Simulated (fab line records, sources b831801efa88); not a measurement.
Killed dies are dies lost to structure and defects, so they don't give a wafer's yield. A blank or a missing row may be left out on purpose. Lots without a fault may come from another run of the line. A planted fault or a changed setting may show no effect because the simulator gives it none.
Problem report in the 8D (eight disciplines) form, filled by code | flow sky130 | the parts of the form that need people (team, actions taken, sign-off) are left out

1. THE PROBLEM
spin_speed_rpm at SKY_CAPM_COAT_07 reads a mean of 3582.5 rpm on 6 wafers of 2 lots; wafers without a fault read 3000.0 rpm with a standard deviation of 2.1. That is +99 or more standard deviations from the usual mean.
The step: resist thk 1140 nm.
First seen on wafer L483.3, day 42 20:52, on litho_track-02. The record holds 33 wafers of 11 lots with a number at this step. Rule for "out", or "out of limits": more than 4 standard deviations from the usual mean. The other wafers with a number count as sound.

2. WHAT IT IS AND WHAT IT IS NOT
question                    | is                     | is not
which readings at this step | spin_speed_rpm         | -
which lots                  | L483, L484             | L468, L469, L470, L472, L475, L476, L477, L478, L485
which wafers of those lots  | all that have a number | -
read on which tools         | litho_track-02         | litho_track-01, litho_track-03
when                        | from day 42 20:52      | up to then (24 sound wafers); but 3 sound wafers of L485 came after

3. SUSPECTS, AND WHAT RULES EACH OUT
Counting: a tool at a process step up to the reading stays a suspect if it ran every lot that is out and no sound lot after the first of them.
- rie_diel-02 at SKY_VIA2_ETCH_15 (etches SiO2 in C4F8/O2/Ar, stops on TiN, target depth 546 nm, time 84 s): kept. It ran every lot that is out, first L483 (day 42 08:25), and no sound lot after that; its last sound lot up to then is L477 (day 40 16:32).
- cmp-02 at SKY_VIA2_CMP_24 (polishes, stops on SiO2, t overpolish 20 s, target thk 0 nm): kept. It ran every lot that is out, first L483 (day 42 09:30), and no sound lot after that; its last sound lot up to then is L478 (day 40 20:47).
- pvd_sputter-02 at SKY_METAL3_SPUTTER_01 (material TiN, target thk 20 nm, time 16.7 s): kept. It ran every lot that is out, first L483 (day 42 09:47), and no sound lot after that; its last sound lot up to then is L472 (day 39 10:35).
- litho_track-02 at SKY_CAPM_COAT_07 (resist thk 1140 nm): kept. It ran every lot that is out, first L483 (day 42 20:52), and no sound lot after that; its last sound lot up to then is L478 (day 41 07:52). Its own readings are out on those wafers: spin_speed_rpm.
Left after counting: rie_diel-02 at SKY_VIA2_ETCH_15, cmp-02 at SKY_VIA2_CMP_24, pvd_sputter-02 at SKY_METAL3_SPUTTER_01, litho_track-02 at SKY_CAPM_COAT_07.

4. THE CAUSE (what the simulator had put in)
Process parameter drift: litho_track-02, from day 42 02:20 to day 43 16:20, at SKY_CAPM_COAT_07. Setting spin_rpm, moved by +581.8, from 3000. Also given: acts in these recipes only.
Counting left 4 suspects, and this tool is among them.

5. THE CHAIN OF EFFECTS, in route order
Each row: a reading whose mean over the struck wafers that have a number lies more than 3 standard deviations from the usual. Only readings for which the record gives a usual standard deviation are gone through. hours: the time from each lot's start at the first step in this table that gives one to its start at this step, as a median over the lots. sigmas: the change in usual standard deviations.
hours | step              | reading                  | usual      | on struck wafers | change | sigmas
0     | SKY_CAPM_COAT_07  | spin_speed_rpm           | 3000.0 rpm | 3582.5           | +582.5 | +99 or more
12    | SKY_CAPM_STRIP_14 | strip_time_to_endpoint_s | 12.66 s    | 11.56            | -1.10  | -25
The process steps in it:
- SKY_CAPM_COAT_07: resist thk 1140 nm.
- SKY_CAPM_STRIP_14: strips in O2/N2.

6. WHAT WOULD HAVE CAUGHT IT SOONER
In this record the first reading out of limits was taken at day 42 20:52, 19 hours after the fault began at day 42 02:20.
